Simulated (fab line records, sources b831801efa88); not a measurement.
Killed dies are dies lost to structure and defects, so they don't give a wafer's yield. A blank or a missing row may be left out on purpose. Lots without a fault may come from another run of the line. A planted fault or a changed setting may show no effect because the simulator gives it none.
fab line records | flow sky130
record lots=5 wafers=15 last_day=50
route steps=708 shown VT_ADJUST_HVTR@135 VT_ADJUST_PCH@143 SONOS_TUNNEL@154
lots that met no fault: from a run of the same line without faults
start_h: hours from the record's first day to the start of the lot's first wafer shown | wait_h: hours since the lot's step before | " the same as in the row above | L1.1+2: a row that stands for several wafers | - no value, or no start given | * or withheld: withheld | < > ~ a bound
route shown NAME@n: a module of which the file shows steps, and the number in the route of the first | usual: mean/standard deviation of fault-free wafers | same: alike in all rows | chamber/n: place in a boat | sites: the reading at each site | _std_site: their standard deviation | _edge_site: outer sites' mean less inner sites' | radius_mm: how far each site lies from the wafer's centre | mask NAME#n: copy n | behind: the tool/chamber that last shaped the wafer | hold: why the lot was held/for how many hours/how that ended | device: the transistor (n, p or np) that didn't switch | end of line: the same wafers' tests at the end of the route | a step without rows: its recipe alone | killed: dies lost to structure and defects at the first sort, not the wafer's yield | map: a wafer's dies, x killed, . not, _ none there
set.NAME: the setting as run; set.NAME@STEP: as run at that earlier step | model.NAME: the simulator's own value behind a step, which no gauge read
lots at some steps of the route; a table a step, a row a wafer
services: from which hour (start_h, from the record's first day; less than 0 if before it) a tool's chamber was out of use, for how many hours, and why
## steps
# step SKY_VT_ADJUST_HVTR_EXPOSE_04
# recipe mask_id=HVTRM target_cd_nm=380 na=0.6 source_shape=conventional sigma_outer=0.6 dose_mj=150
# step SKY_VT_ADJUST_HVTR_PEB_05
# recipe temp_c=withheld time_s=* resist=NOVOLAK
# step SKY_VT_ADJUST_HVTR_DEVELOP_06
# recipe develop_time_s=60 dev_temp_c=23
# step SKY_VT_ADJUST_HVTR_CD_MEAS_07
# recipe target_cd_nm=380
# usual cd_nm=380.9/2.5
# columns lot.wafer tool chamber start_h wait_h cd_nm
L582.2 cd_sem-02 - 228.78 0.1 378.9
L582.3 " - " " 376.7
L582.4 " - " " 377.6
L587.2 cd_sem-02 - 258.14 0.1 382.9
L587.4 " - " " 381.0
L587.5 " - " " 384.0
L594.2 cd_sem-01 - 303.08 0.1 377.4
L594.4 " - " " 379.6
L594.5 " - " " 380.5
L597.1 cd_sem-01 - 330.51 0.1 381.2
L597.2 " - " " 381.7
L597.4 " - " " 381.6
L599.4 cd_sem-01 - 345.32 0.1 383.0
L599.5 " - " " 383.0
L599.6 " - " " 385.2
# step SKY_VT_ADJUST_HVTR_OVL_MEAS_08
# usual VT_ADJUST_HVTR_OVL=0.2/1.4
# columns lot.wafer tool chamber start_h wait_h VT_ADJUST_HVTR_OVL[nm]
L582.2 overlay-01 - 228.88 0.1 -3.4
L582.3 " - " " -3.0
L582.4 " - " " -3.2
L587.2 overlay-01 - 258.24 0.1 2.6
L587.4 " - " " 1.4
L587.5 " - " " 0.8
L594.2 overlay-02 - 303.19 0.1 -1.3
L594.4 " - " " 1.4
L594.5 " - " " 0.1
L597.1 overlay-01 - 330.63 0.1 1.9
L597.2 " - " " 0.3
L597.4 " - " " 2.8
L599.4 overlay-02 - 345.40 0.1 0.8
L599.5 " - " " 2.2
L599.6 " - " " 0.1
# step SKY_VT_ADJUST_HVTR_IMPLANT_09
# recipe species=B energy_kev=10 dose_cm2=2.062e+12 tilt_deg=withheld
# step SKY_VT_ADJUST_HVTR_STRIP_10
# recipe chemistry=O2/N2 power_w=1400 pressure_mtorr=1500 platen_temp_c=withheld o2_flow_sccm=3000 n2_flow_sccm=300 overash_fraction=0.5
# usual chamber_pressure_mTorr=1500.1/1.4 drypump_motor_current_A=6.0/0.42 oes_product_au=0.715/0.0045 strip_time_to_endpoint_s=14.17/0.037
# columns lot.wafer tool chamber start_h wait_h chamber_pressure_mTorr drypump_motor_current_A oes_product_au rf_hours_counter_h strip_time_to_endpoint_s
L582.2 plasma_asher-03 1 229.06 0.1 1498.6 5.5 0.715 43 14.18
L582.3 " 1 " " 1498.9 5.5 0.712 - 14.18
L582.4 " 0 " " 1500.3 6.5 0.713 - 14.20
L587.2 plasma_asher-03 1 258.42 0.1 1500.9 5.5 0.719 47 14.23
L587.4 " 0 " " 1500.0 6.5 0.721 - 14.20
L587.5 " 1 " " 1501.0 5.5 0.712 - 14.18
L594.2 plasma_asher-01 0 303.37 0.1 1499.3 5.5 0.710 59 14.21
L594.4 " 0 " " 1501.1 5.5 0.712 - 14.25
L594.5 " 1 " " 1499.1 5.9 0.715 - 14.23
L597.1 plasma_asher-01 0 330.84 0.1 1499.6 5.5 0.709 63 14.21
L597.2 " 1 " " 1501.8 6.0 0.718 63 14.23
L597.4 " 0 " " 1500.2 5.5 0.711 - 14.21
L599.4 plasma_asher-03 1 345.60 0.1 1499.5 5.4 0.718 - 14.09
L599.5 " 1 " " 1499.3 5.5 0.717 - 14.12
L599.6 " 0 " " 1500.7 6.6 0.711 - 14.14
# step SKY_VT_ADJUST_HVTR_TW_MEAS_11
# usual VT_ADJUST_HVTR_TW=209.6/0.96
# columns lot.wafer tool chamber start_h wait_h VT_ADJUST_HVTR_TW
L582.2 film_metro-04 - 229.17 0.1 209.4
L582.3 " - " " 209.8
L582.4 " - " " 209.0
L587.2 film_metro-04 - 258.53 0.1 209.0
L587.4 " - " " 210.3
L587.5 " - " " 209.2
L594.2 film_metro-04 - 303.48 0.1 208.1
L594.4 " - " " 207.8
L594.5 " - " " 208.5
L597.1 film_metro-01 - 330.94 0.1 213.0
L597.2 " - " " 211.6
L597.4 " - " " 211.9
L599.4 film_metro-03 - 345.69 0.1 210.6
L599.5 " - " " 210.5
L599.6 " - " " 209.3
# step SKY_VT_ADJUST_PCH_DEHYDRATE_00
# recipe temp_c=200 time_s=60
# step SKY_VT_ADJUST_PCH_HMDS_01
# recipe prime_time_s=60 prime_temp_c=120
# step SKY_VT_ADJUST_PCH_COAT_02
# recipe spin_rpm=2000 resist_thk_nm=3000
# step SKY_VT_ADJUST_PCH_SOFTBAKE_03
# recipe temp_c=110 time_s=withheld
# step SKY_VT_ADJUST_PCH_EXPOSE_04
# recipe mask_id=NWM na=0.6 source_shape=conventional sigma_outer=0.6 polarization=unpolarized target_cd_nm=840 dose_mj=255
# columns lot.wafer tool chamber start_h wait_h mask
L582.2+3+4 iline_stepper-01 0 240.29 - NWM#0
L587.2+4+5 iline_stepper-01 0 269.93 - HVTRM#0
L594.2+4+5 iline_stepper-01 0 317.02 - NWM#0
L597.1+2+4 iline_stepper-01 0 344.96 - NWM#0
L599.4+5+6 iline_stepper-02 0 359.75 - NWM#0
# step SKY_VT_ADJUST_PCH_PEB_05
# recipe temp_c=115 time_s=withheld
# step SKY_VT_ADJUST_PCH_DEVELOP_06
# recipe wall_angle_deg=90 developer=TMAH develop_time_s=60 dev_temp_c=23
# step SKY_VT_ADJUST_PCH_OVL_MEAS_07
# usual VT_ADJUST_PCH_OVL=1.5/1.4
# columns lot.wafer tool chamber start_h wait_h VT_ADJUST_PCH_OVL[nm]
L582.2 overlay-02 - 253.03 - 0.6
L582.3 " - " " -0.2
L582.4 " - " " 1.4
L587.2 overlay-02 - 282.37 - -
L587.4 " - " " -
L587.5 " - " " -
L594.2 overlay-01 - 330.21 - 0.4
L594.4 " - " " -0.2
L594.5 " - " " 0.3
L597.1 overlay-01 - 358.31 - -0.5
L597.2 " - " " -0.4
L597.4 " - " " 0.4
L599.4 overlay-02 - 373.43 - 1.7
L599.5 " - " " 2.5
L599.6 " - " " 1.3
# step SKY_VT_ADJUST_PCH_IMPLANT_08
# recipe species=B energy_kev=10 dose_cm2=5e+11 tilt_deg=withheld
# step SKY_VT_ADJUST_PCH_STRIP_09
# recipe chemistry=O2/N2 power_w=1400 pressure_mtorr=1500 platen_temp_c=withheld o2_flow_sccm=3000 n2_flow_sccm=300 overash_fraction=0.5
# usual chamber_pressure_mTorr=1500.0/1.2 drypump_motor_current_A=5.6/0.46 oes_product_au=0.722/0.0044 strip_time_to_endpoint_s=36.92/0.11
# columns lot.wafer tool chamber start_h wait_h chamber_pressure_mTorr drypump_motor_current_A oes_product_au rf_hours_counter_h strip_time_to_endpoint_s
L582.2 plasma_asher-02 0 253.21 0.1 1499.1 5.7 0.717 14 36.79
L582.3 " 1 " " 1497.9 4.9 0.718 - 36.88
L582.4 " 0 " " 1500.0 5.7 0.718 - 36.74
L587.2 plasma_asher-02 1 282.55 0.1 1501.5 4.9 0.724 17 36.97
L587.4 " 0 " " 1499.2 5.8 0.729 - 36.89
L587.5 " 0 " " 1501.7 5.7 0.728 - 36.99
L594.2 plasma_asher-01 1 330.45 0.1 1499.1 5.9 0.717 63 36.92
L594.4 " 0 " " 1498.5 5.5 0.723 - 36.90
L594.5 " 1 " " 1501.1 6.0 0.723 - 36.86
L597.1 plasma_asher-01 0 358.49 0.1 1502.2 5.5 0.715 65 37.07
L597.2 " 1 " " 1501.7 5.9 0.720 65 37.11
L597.4 " 1 " " 1499.5 5.9 0.720 - 37.06
L599.4 plasma_asher-02 0 373.63 0.1 1500.6 5.7 0.728 - 36.95
L599.5 " 0 " " 1500.2 5.7 0.721 - 36.92
L599.6 " 1 " " 1499.9 4.9 0.721 - 36.96
# step SKY_VT_ADJUST_PCH_TW_MEAS_10
# usual VT_ADJUST_PCH_TW=143.8/1.5
# columns lot.wafer tool chamber start_h wait_h VT_ADJUST_PCH_TW
L582.2 film_metro-02 - 253.32 0.1 144.7
L582.3 " - " " 145.9
L582.4 " - " " 145.8
L587.2 film_metro-04 - 282.66 0.1 29.9
L587.4 " - " " 29.8
L587.5 " - " " 29.9
L594.2 film_metro-04 - 330.56 0.1 142.2
L594.4 " - " " 142.8
L594.5 " - " " 141.7
L597.1 film_metro-01 - 358.59 0.1 144.0
L597.2 " - " " 144.8
L597.4 " - " " 143.3
L599.4 film_metro-01 - 373.72 0.1 142.6
L599.5 " - " " 142.8
L599.6 " - " " 142.4
# step SKY_SONOS_TUNNEL_DEHYDRATE_00
# recipe temp_c=200 time_s=60
## services
# columns tool chamber start_h hours kind
plasma_asher-03 - 207.13 0.5 repair
plasma_asher-01 - 207.85 0.4 repair
iline_stepper-01 - 209.06 1.7 pm
plasma_asher-03 - 287.53 2.8 pm
iline_stepper-02 - 289.66 1.7 pm
plasma_asher-03 - 299.26 14.6 pm
iline_stepper-02 0 314.90 - calibration
iline_stepper-01 0 348.37 - calibration
iline_stepper-02 - 348.80 1.1 repair
## key
first_sign step=SKY_VT_ADJUST_PCH_EXPOSE_04 reading=mask direction=changed
effect step=SKY_VT_ADJUST_PCH_OVL_MEAS_07 reading=VT_ADJUST_PCH_OVL direction=missing
effect step=SKY_VT_ADJUST_PCH_TW_MEAS_10 reading=VT_ADJUST_PCH_TW direction=down sigmas=77 usual=143.8 struck=29.8
met_at SKY_VT_ADJUST_PCH_EXPOSE_04
struck_wafers L587.2,L587.4,L587.5
sort_left_out L587.2,L587.4,L587.5
tester_left_out L587
onset_between 240.29 269.93
fault kind=wrong_mask tool=any chamber=- onset_h=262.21 steps=SKY_VT_ADJUST_PCH_EXPOSE_04 aux_copy=HVTRM#0 scope=struck_lots_only
# tester_left_out: of these lots the tester's yield and bins aren't shown, on N5 and GAA mostly nor the transistor test; their killed dies are dies lost to structure and defects alone, not to doping, threshold or leakage, so they don't give the yield
# sort_left_out: the simulated sort isn't trusted on such a fault, so these wafers' sort isn't shown, and their yield isn't known
